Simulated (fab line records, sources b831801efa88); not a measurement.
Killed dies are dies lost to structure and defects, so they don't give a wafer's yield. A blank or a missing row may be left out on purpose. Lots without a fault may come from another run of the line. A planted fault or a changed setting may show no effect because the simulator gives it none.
Which tool did it? | flow gf180mcu | 11 lots, 33 wafers sampled, at 5 steps of a route of 602

WHAT THE GAUGES READ, wafer by wafer
GF_POLY_GATE_THK_MEAS_01.
lot  | measured     | on            | POLY_GATE_CVD_00_THK (nm)
L121 | day 8 09:55  | film_metro-03 | 199.9 201.3 201.2
L123 | day 8 23:03  | film_metro-02 | 201.5 199.6 201.0
L124 | day 9 08:44  | film_metro-03 | 203.5 202.5 203.7
L127 | day 10 02:50 | film_metro-02 | 199.5 200.4 199.1
L130 | day 11 01:17 | film_metro-04 | 197.6 197.6 197.5
L132 | day 11 17:38 | film_metro-04 | 202.9 204.4 203.0
L134 | day 12 11:25 | film_metro-04 | 203.5 202.5 201.9
L138 | day 13 10:58 | film_metro-02 | 204.5 204.0 203.5
L139 | day 13 19:05 | film_metro-02 | 198.0 198.5 199.5
L140 | day 14 00:29 | film_metro-04 | 201.8 200.6 200.4
L141 | day 14 06:16 | film_metro-03 | 202.2 202.5 202.3

GF_HV_LDD_CD_MEAS_31: target cd 400 nm.
lot  | measured     | on        | cd_nm (nm)
L121 | day 11 10:57 | cd_sem-02 | 398.3 399.6 397.0
L123 | day 11 23:45 | cd_sem-02 | 399.0 400.2 398.9
L124 | day 12 10:51 | cd_sem-02 | 398.1 397.6 397.6
L127 | day 13 11:48 | cd_sem-02 | 400.4 402.6 399.6
L130 | day 14 09:47 | cd_sem-02 | 398.4 400.2 397.8
L132 | day 15 05:21 | cd_sem-02 | 398.5 398.0 400.7
L134 | day 16 00:39 | cd_sem-02 | 398.3 398.0 399.4
L138 | day 17 04:54 | cd_sem-01 | 399.9 401.5 400.0
L139 | day 17 13:01 | cd_sem-01 | 399.2 397.9 396.9
L140 | day 17 18:25 | cd_sem-02 | 396.7 398.8 398.3
L141 | day 18 00:14 | cd_sem-01 | 404.4 400.7 401.9

GF_HV_LDD_THK_MEAS_57.
lot  | measured     | on            | HV_LDD_CVD_56_THK (nm)
L121 | day 12 09:49 | film_metro-04 | 89.3 90.0 89.9
L123 | day 12 22:43 | film_metro-03 | 89.0 90.1 90.0
L124 | day 13 11:59 | film_metro-03 | 88.7 88.9 88.6
L127 | day 14 12:01 | film_metro-03 | 91.2 90.0 90.4
L130 | day 15 10:56 | film_metro-04 | 89.7 89.8 90.0
L132 | day 16 06:58 | film_metro-03 | 88.2 88.3 88.9
L134 | day 17 02:28 | film_metro-03 | 89.8 90.5 89.5
L138 | day 18 09:11 | film_metro-01 | 72.2 72.3 71.6 72.2 72.4 71.6
L139 | day 18 16:34 | film_metro-03 | 72.0 71.7 72.2 72.0 71.7 72.2
L140 | day 18 21:14 | film_metro-04 | 89.5 89.8 89.9
L141 | day 19 02:56 | film_metro-03 | 73.2 72.6 72.9 73.2 72.6 72.9

WHICH TOOL RAN EACH LOT (tool, then ch and the chambers of the sampled wafers, then the start)
lot  | GF_HV_LDD_STRIP_22                   | GF_HV_LDD_CVD_56
L121 | plasma_asher-04 ch 0,1, day 10 16:51 | lpcvd-01 ch 1, day 12 08:23
L123 | plasma_asher-01 ch 0,1, day 11 05:42 | lpcvd-02 ch 1, day 12 21:17
L124 | plasma_asher-04 ch 0,1, day 11 15:57 | lpcvd-01 ch 1, day 13 10:34
L127 | plasma_asher-04 ch 0,1, day 12 16:01 | lpcvd-02 ch 0, day 14 10:35
L130 | plasma_asher-02 ch 0,1, day 13 13:32 | lpcvd-01 ch 1, day 15 09:29
L132 | plasma_asher-04 ch 0,1, day 14 08:40 | lpcvd-01 ch 0, day 16 05:32
L134 | plasma_asher-04 ch 0,1, day 15 02:58 | lpcvd-02 ch 1, day 17 01:02
L138 | plasma_asher-01 ch 0,1, day 16 07:00 | lpcvd-02 ch 0, day 18 07:02
L139 | plasma_asher-01 ch 0,1, day 16 14:17 | lpcvd-02 ch 1, day 18 15:06
L140 | plasma_asher-04 ch 0,1, day 16 19:31 | lpcvd-01 ch 1, day 18 19:48
L141 | plasma_asher-02 ch 0,1, day 17 01:08 | lpcvd-02 ch 1, day 19 01:29
- GF_HV_LDD_STRIP_22: strips in O2/N2.
- GF_HV_LDD_CVD_56: deposits Si3N4 from DCS/NH3, target thk 90 nm, time 1543 s.

WHAT THE TOOLS THEMSELVES READ (means of the sampled wafers that have a number; where no wafer has one, the mark that the record gives instead)
GF_HV_LDD_STRIP_22.
lot  | tool            | drypump_motor_current_A (A) | heater_power_w (W) | oes_product_au (a.u.) | strip_time_to_endpoint_s (s)
L121 | plasma_asher-04 | 5.4                         | 343                | 0.717                 | 12.66
L123 | plasma_asher-01 | 5.8                         | 348                | 0.720                 | 12.60
L124 | plasma_asher-04 | 5.1                         | 340                | 0.715                 | 12.56
L127 | plasma_asher-04 | 5.5                         | 349                | 0.715                 | 12.62
L130 | plasma_asher-02 | 5.9                         | 322                | 0.721                 | 12.61
L132 | plasma_asher-04 | 5.4                         | 346                | 0.715                 | 12.68
L134 | plasma_asher-04 | 5.1                         | 335                | 0.716                 | 12.61
L138 | plasma_asher-01 | 5.5                         | 345                | 0.714                 | 12.63
L139 | plasma_asher-01 | 5.6                         | 345                | 0.714                 | 12.66
L140 | plasma_asher-04 | 5.5                         | 346                | 0.721                 | 12.59
L141 | plasma_asher-02 | 5.9                         | 318                | 0.715                 | 12.58

GF_HV_LDD_CVD_56.
lot  | tool     | spike_tc_bottom_C (C) | spike_tc_centre_C (C) | spike_tc_lower_C (C) | spike_tc_top_C (C) | spike_tc_upper_C (C) | susceptor_temp_C (C) | zone_power_top_pct (%)
L121 | lpcvd-01 | 790                   | 771.2                 | 769.8                | 782.4              | 768.9                | 770.5                | 26.2
L123 | lpcvd-02 | 782                   | 772.7                 | 768.2                | 783.1              | 771.5                | 769.9                | 25.5
L124 | lpcvd-01 | 789                   | 771.0                 | 770.4                | 782.2              | 768.6                | 770.3                | 26.5
L127 | lpcvd-02 | 787                   | 771.5                 | 771.9                | 788.7              | 770.9                | 770.2                | 28.2
L130 | lpcvd-01 | 791                   | 770.9                 | 770.2                | 782.5              | 768.1                | 770.1                | 26.4
L132 | lpcvd-01 | 787                   | 771.1                 | 771.9                | 782.1              | 768.9                | 769.6                | 25.9
L134 | lpcvd-02 | 782                   | 771.6                 | 768.2                | 783.3              | 771.4                | 770.2                | 25.3
L138 | lpcvd-02 | 775                   | 759.6                 | 758.6                | 777.8              | 758.9                | 758.6                | 27.6
L139 | lpcvd-02 | 771                   | 759.6                 | 756.6                | 771.6              | 759.1                | 758.0                | 25.0
L140 | lpcvd-01 | 790                   | 771.6                 | 771.0                | 783.6              | 766.9                | 770.2                | 26.4
L141 | lpcvd-02 | 771                   | 761.1                 | 756.5                | 771.0              | 759.9                | 758.1                | 24.8

THE ANSWER, worked out from the rows above alone
Rule: what is usual is taken from the lots themselves. Put in order of their means at a reading, lots are off if they are a third of the lots or fewer, leave a main group of 4 or more, and stand apart from it by a gap of 3 or more times the standard deviation of the main group's means; of several such gaps the widest counts. A main group whose means are all the same, to the digits that the tables above print for the reading, isn't used. A lot without any number at a reading at which 4 lots or more have one is off too. The other lots that the step has rows for count as sound. The gauges are gone through in route order, then the tools' own readings, and for those a lot's mean is taken as printed above. The first step at which some lot is off is used, and at that step the reading that is off furthest; a lot without a number counts as furthest.
Off: L138, L139, L141, at GF_HV_LDD_THK_MEAS_57 (HV_LDD_CVD_56_THK). The main group: mean 89.6 nm, standard deviation 0.62.
A tool fits if, at a process step before that reading, it ran every lot that is off, and no sound lot after the first of them. The gauges at GF_HV_LDD_THK_MEAS_57 aren't tried: what is off there is off at GF_HV_LDD_CVD_56 too, on other tools, and a gauge's error can't cause that. One fits: lpcvd-02 at GF_HV_LDD_CVD_56. Its last sound lot is L134 (day 17 01:02), its first lot that is off L138 (day 18 07:02): a fault that began between those two fits.
The tool's own readings at GF_HV_LDD_CVD_56 bear it out: on the lots that are off they differ by more than 5 times the standard deviation of the sound lots' means. spike_tc_centre_C reads 760.1 C there against 771.5 C on the sound lots; spike_tc_lower_C reads 757.2 C there against 770.2 C on the sound lots; spike_tc_upper_C reads 759.3 C there against 769.4 C on the sound lots; susceptor_temp_C reads 758.2 C there against 770.1 C on the sound lots.

WHAT THE SIMULATOR HAD PUT IN
Process parameter drift: lpcvd-02, from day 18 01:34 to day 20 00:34, at GF_HV_LDD_CVD_56. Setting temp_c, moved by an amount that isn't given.
Lots struck among those shown: L138, L139, L141. The rule above found the same.
